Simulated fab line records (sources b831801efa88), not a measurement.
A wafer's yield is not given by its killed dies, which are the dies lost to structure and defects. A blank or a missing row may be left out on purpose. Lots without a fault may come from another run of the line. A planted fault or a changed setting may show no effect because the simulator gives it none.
What tool caused it? | flow gf180mcu | Sampling: 13 lots, 39 wafers, 5 of 602 route steps

## WHAT THE GAUGES READ, wafer by wafer
GF_MIM_THK_MEAS_06. Usual: MIM_CVD_05_THK 42.0 nm, standard deviation 0.59.
lot  | measured     | on            | MIM_CVD_05_THK (nm) | flag
L972 | day 24 04:46 | film-metro-04 | 42.4 42.6 42.2      |
L973 | day 24 17:46 | film-metro-02 | 42.0 42.5 41.9      |
L974 | day 24 19:06 | film-metro-04 | 41.7 42.1 41.7      |
L975 | day 25 14:00 | film-metro-02 | 41.3 41.9 41.9      |
L979 | day 26 17:44 | film-metro-01 | 41.2 40.9 41.8      |
L977 | day 26 18:38 | film-metro-01 | 42.9 42.8 41.8      |
L978 | day 26 18:52 | film-metro-02 | 40.9 42.1 41.6      |
L985 | day 29 05:02 | film-metro-04 | 41.8 41.2 42.7      |
L986 | day 29 08:11 | film-metro-01 | 42.5 41.7 42.9      |
L989 | day 30 04:55 | film-metro-04 | 40.9 41.1 42.9      |
L988 | day 30 06:35 | film-metro-01 | 40.8 41.4 42.1      |
L990 | day 30 08:42 | film-metro-04 | 41.0 41.3 42.1      |
L994 | day 31 07:52 | film-metro-02 | 41.6 42.0 42.1      |

GF_V5_THK_MEAS_01. Usual: V5_CVD_00_THK 300 nm, standard deviation 3.5.
lot  | measured     | on            | V5_CVD_00_THK (nm) | flag
L972 | day 26 00:25 | film-metro-03 | 300 297 304        |
L973 | day 26 13:52 | film-metro-03 | 299 297 295        |
L974 | day 26 15:29 | film-metro-03 | 305 300 304        |
L975 | day 27 09:22 | film-metro-04 | 300 298 296        |
L979 | day 28 11:35 | film-metro-03 | 298 290 294        |
L977 | day 28 12:40 | film-metro-04 | 303 300 302        |
L978 | day 28 12:59 | film-metro-03 | 297 300 298        |
L985 | day 30 18:43 | film-metro-01 | 297 296 304        |
L986 | day 30 22:16 | film-metro-04 | 304 303 306        |
L989 | day 31 17:40 | film-metro-03 | 301 298 300        |
L988 | day 31 19:40 | film-metro-04 | 305 301 297        |
L990 | day 31 20:49 | film-metro-04 | 300 297 301        |
L994 | day 32 17:55 | film-metro-03 | 297 300 297        |

GF_V5_THK_MEAS_03. Usual: V5_CVD_02_THK 1453 nm, standard deviation 17.
lot  | measured     | on            | V5_CVD_02_THK (nm) | flag
L972 | day 26 00:35 | film-metro-04 | 1460 1443 1468     |
L973 | day 26 14:02 | film-metro-03 | 1428 1468 1458     |
L974 | day 26 15:40 | film-metro-03 | 1485 1471 1454     |
L975 | day 27 09:32 | film-metro-01 | 1468 1444 1460     |
L979 | day 28 11:46 | film-metro-01 | 1461 1450 1481     |
L977 | day 28 12:50 | film-metro-04 | 1452 1477 1448     |
L978 | day 28 13:10 | film-metro-03 | 1438 1457 1469     |
L985 | day 30 18:53 | film-metro-01 | 1443 1450 1447     |
L986 | day 30 22:26 | film-metro-04 | 2644 2650 2687     | OFF
L989 | day 31 17:50 | film-metro-04 | 1448 1434 1439     |
L988 | day 31 19:50 | film-metro-03 | 2643 2652 2663     | OFF
L990 | day 31 20:59 | film-metro-01 | 1433 1457 1473     |
L994 | day 32 18:05 | film-metro-01 | 1434 1430 1431     |

GF_V5_BOW_MEAS_05. Usual: V5_BOW 135 um, standard deviation 9.7.
lot  | measured     | on            | V5_BOW (um) | flag
L972 | day 26 00:58 | film-metro-01 | 130 129 132 |
L973 | day 26 14:25 | film-metro-03 | 118 128 142 |
L974 | day 26 16:01 | film-metro-04 | 144 127 149 |
L975 | day 27 10:29 | film-metro-01 | 148 149 146 |
L979 | day 28 12:07 | film-metro-01 | 136 138 135 |
L977 | day 28 13:19 | film-metro-01 | 119 128 126 |
L978 | day 28 13:35 | film-metro-01 | 139 134 130 |
L985 | day 30 19:15 | film-metro-04 | 126 132 121 |
L986 | day 30 22:47 | film-metro-01 | 138 136 141 |
L989 | day 31 18:17 | film-metro-01 | 125 137 125 |
L988 | day 31 20:14 | film-metro-01 | 128 134 139 |
L990 | day 31 21:22 | film-metro-04 | 124 132 129 |
L994 | day 32 18:33 | film-metro-03 | 120 131 127 |

## EACH LOT AND THE TOOL THAT RAN IT (in order: tool; ch and the chambers of the sampled wafers; start)
lot  | GF_V5_CVD_02
L972 | pecvd-04 ch 0,2, day 26 00:28
L973 | pecvd-04 ch 0,1, day 26 13:55
L974 | pecvd-02 ch 0,1,2, day 26 15:33
L975 | pecvd-02 ch 0,1,2, day 27 09:26
L979 | pecvd-04 ch 0,1,2, day 28 11:39
L977 | pecvd-04 ch 0,1,2, day 28 12:44
L978 | pecvd-03 ch 1,2, day 28 13:02
L985 | pecvd-04 ch 1,2, day 30 18:46
L986 | pecvd-04 ch 0,2, day 30 22:19
L989 | pecvd-02 ch 0,1, day 31 17:44
L988 | pecvd-04 ch 0,1, day 31 19:43
L990 | pecvd-03 ch 0,1,2, day 31 20:51
L994 | pecvd-03 ch 0,1,2, day 32 17:59
- GF_V5_CVD_02: deposits SiO2 from TEOS, target thk 1450 nm, time 163.28 s.

## AS READ BY THE TOOLS THEMSELVES (means over the sampled wafers that have a number; for cases with no such wafer, the mark the record gives instead)
GF_V5_CVD_02. Usual: heater-power-w reads 721 W (standard deviation 180).
lot  | tool     | heater-power-w (W) | flag
L972 | pecvd-04 | 663                |
L973 | pecvd-04 | 685                |
L974 | pecvd-02 | 903                |
L975 | pecvd-02 | 833                |
L979 | pecvd-04 | 700                |
L977 | pecvd-04 | 615                |
L978 | pecvd-03 | 566                |
L985 | pecvd-04 | 743                |
L986 | pecvd-04 | 644                |
L989 | pecvd-02 | 981                |
L988 | pecvd-04 | 648                |
L990 | pecvd-03 | 625                |
L994 | pecvd-03 | 620                |

## THE ANSWER, worked out from the rows above alone
Rule: a lot is off if the mean of its wafers that have a number lies more than 3 standard deviations from the usual mean. A lot without any number at a reading at which 4 lots or more have one is off too. Where the step has rows for the other lots, those lots are counted as sound. Order of review: gauges by route order, followed by the tools' own readings, for which a lot's mean as printed above is used. The first step at which some lot is off is used, and at that step the reading that is off furthest; a lot without a number counts as furthest.
Off: L986, L988, at GF_V5_THK_MEAS_03 (V5_CVD_02_THK).
If a tool, at a process step before that reading, ran all the lots that are off and no sound lot after the first of them, it fits. The gauges at GF_V5_THK_MEAS_03 are tried like those tools. One candidate fits, namely pecvd-04 at GF_V5_CVD_02. A fault onset in the window from L985 (day 30 18:46, its last sound lot) to L986 (day 30 22:19, its first lot off) fits.

## WHAT THE SIMULATOR HAD INSERTED
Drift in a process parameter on pecvd-04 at GF_V5_CVD_02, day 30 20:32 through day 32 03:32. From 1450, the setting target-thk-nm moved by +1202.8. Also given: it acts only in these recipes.
Struck lots among those shown: L986, L988. The rule above reached the same finding.
